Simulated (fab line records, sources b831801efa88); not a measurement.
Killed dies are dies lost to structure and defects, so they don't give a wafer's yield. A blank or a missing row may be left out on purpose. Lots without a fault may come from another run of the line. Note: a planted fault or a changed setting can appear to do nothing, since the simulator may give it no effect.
2 desks, one fault -- flow gf180mcu -- every desk sees just its own numbers, and what lay behind them comes last

## FROM THE METROLOGY DESK
Means of the sampled wafers that have a number, per lot and without regard to the tool the lot ran on: this is what the gauges read. A lot is out of limits, marked OUT, if its mean lies more than 4 standard deviations from the usual mean; the brackets give that distance.
Columns: A = cdNm at GF_M1_CD_MEAS_14, usual 229.7 nm
lot,first seen here,A
L204,day 17 04:44,232.0
L206,day 18 00:17,230.1
L208,day 19 03:13,229.9
L209,day 19 13:10,227.6
L210,day 19 21:11,229.4
L212,day 20 10:57,228.8
L218,day 22 17:08,228.6
L219,day 22 21:08,229.8
L221,day 23 22:55,229.6
L223,day 24 04:46,230.3
L224,day 24 17:31,230.2
L226,day 25 08:49,230.7
Result from this desk: across the 12 lots, nothing is out of limits.

## TOOL OWNER'S DESK, plasmaAsher-03
The tool's own readings at GF_M1_STRIP_17 (strips in O2/N2): means of the sampled wafers that have a number, for each lot that ran on this tool. A lot is out of limits, marked OUT, if its mean lies more than 4 standard deviations from the usual mean; the brackets give that distance.
Columns: A = drypumpMotorCurrentA at GF_M1_STRIP_17, usual 6.02 A; B = heaterPowerW at GF_M1_STRIP_17, usual 320 W; C = o2FlowSccm at GF_M1_STRIP_17, usual 3000 sccm; D = oesProductAu at GF_M1_STRIP_17, usual 0.557 a.u.; E = stripTimeToEndpointS at GF_M1_STRIP_17, usual 7.87 s
lot,first seen here,A,B,C,D,E
L204,day 17 05:01,5.87,301,2997,0.553,7.87
L206,day 18 00:32,5.89,296,3001,0.558,7.87
L209,day 19 13:25,5.90,301,2409 (-71) OUT,0.559,8.04
L212,day 20 11:13,5.91,297,2397 (-73) OUT,0.556,7.93
L223,day 24 05:01,5.90,295,3004,0.553,7.81
This desk's finding: out of limits on L209, L212; first on L209, day 19 13:25 (o2FlowSccm at GF_M1_STRIP_17). L204, L206, L223 stayed within limits.

## BROUGHT TOGETHER
On L209, L212, at day 19 13:25, an alarm was possible from the tool owner's desk.
Nothing out of limits was seen by the metrology desk.
The metrology desk has L209, L212 on record, within its limits.
Every lot named ran GF_M1_STRIP_17 on plasmaAsher-03.

## WHAT THE SIMULATOR PUT IN
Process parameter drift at GF_M1_STRIP_17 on plasmaAsher-03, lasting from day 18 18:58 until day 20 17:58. The setting o2FlowSccm was moved by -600, starting from 3000. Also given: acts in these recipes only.
Lots struck among those shown: L209, L212.
Delay in hours, fault start to first out-of-limits reading, by desk: the tool owner's desk at 18.
